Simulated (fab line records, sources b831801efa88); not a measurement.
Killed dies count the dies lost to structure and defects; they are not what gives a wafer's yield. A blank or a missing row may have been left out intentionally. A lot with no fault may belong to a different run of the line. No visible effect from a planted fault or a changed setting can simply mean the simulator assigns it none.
Which of the tools did it? -- flow gf180mcu -- 39 wafers from 13 lots sampled at 2 of the route's 602 steps

WHAT THE GAUGES SHOWED, per wafer
GF_HV_LDD_OVL_MEAS_20.
lot,measured,on,HV_LDD_01_OVL (nm)
L209,day 10 22:17,overlay-02,-1.2 0.6 -0.6
L213,day 12 02:15,overlay-01,-0.1 0.4 -0.4
L214,day 12 08:17,overlay-01,1.0 1.4 -0.3
L216,day 13 00:07,overlay-02,0.6 0.4 -0.3
L218,day 13 16:43,overlay-02,-0.6 -0.4 -1.0
L220,day 14 03:21,overlay-02,1.7 1.6 3.2
L221,day 14 19:03,overlay-02,-0.7 0.4 -0.5
L223,day 15 04:59,overlay-02,-1.0 -1.6 -2.4
L225,day 15 20:02,overlay-02,-2.5 -0.4 -0.7
L228,day 16 22:41,overlay-02,-1.0 0.8 -0.7
L229,day 17 01:49,overlay-01,0.8 0.9 -1.1
L231,day 17 21:36,overlay-02,-0.5 0.6 2.5
L232,day 18 06:11,overlay-01,-0.2 -0.7 -0.8

GF_HV_LDD_OVL_MEAS_32.
lot,measured,on,HV_LDD_02_OVL (nm)
L209,day 11 16:41,overlay-01,2.2 1.2 0.0
L213,day 12 21:36,overlay-02,-0.8 -0.2 2.5
L214,day 13 04:28,overlay-02,1.6 1.3 -0.8
L216,day 13 20:19,overlay-02,-1.0 -1.6 0.5
L218,day 14 13:49,overlay-01,2.8 -0.2 0.0
L220,day 15 00:44,overlay-01,-1.6 0.1 -0.4
L221,day 15 16:27,overlay-01,1.5 0.1 2.2
L223,day 16 03:05,overlay-02,0.4 -0.2 -0.8
L225,day 16 18:53,overlay-02,-1.3 -1.5 -0.5
L228,day 17 22:09,overlay-01,-0.5 -1.3 -0.9
L229,day 18 00:56,overlay-02,-2.0 -1.4 -2.7
L231,day 18 21:51,overlay-02,1.9 0.6 2.6
L232,day 19 06:29,overlay-01,0.1 1.3 1.7

TOOL THAT RAN EACH LOT (tool first, then ch and the chambers of the sampled wafers, then the start)
There is no process step in the record ahead of these readings.

WHAT THE TOOLS THEMSELVES READ (means of the sampled wafers that have a number; where no wafer has one, the mark that the record gives instead)
The record holds no such reading with a usual standard deviation.

THE ANSWER, worked out from the rows above alone
Rule: the usual values come from the lots themselves. Put in order of their means at a reading, lots are off if they are a third of the lots or fewer, leave a main group of 4 or more, and stand apart from it by a gap of 3 or more times the standard deviation of the main group's means; of several such gaps the widest counts. A main group is skipped when, at the precision printed for the reading in the tables above, its means are all equal. Also off: a lot with no number at a reading for which 4 or more lots have one. Any other lot the step has rows for is counted as sound. Order of review: gauges by route order, followed by the tools' own readings, for which a lot's mean as printed above is used. The first step at which some lot is off is used, and at that step the reading that is off furthest; a lot without a number counts as furthest.
Across all readings shown, no lot is off: no conclusion can be drawn from this.

WHAT THE SIMULATOR HAD PUT IN
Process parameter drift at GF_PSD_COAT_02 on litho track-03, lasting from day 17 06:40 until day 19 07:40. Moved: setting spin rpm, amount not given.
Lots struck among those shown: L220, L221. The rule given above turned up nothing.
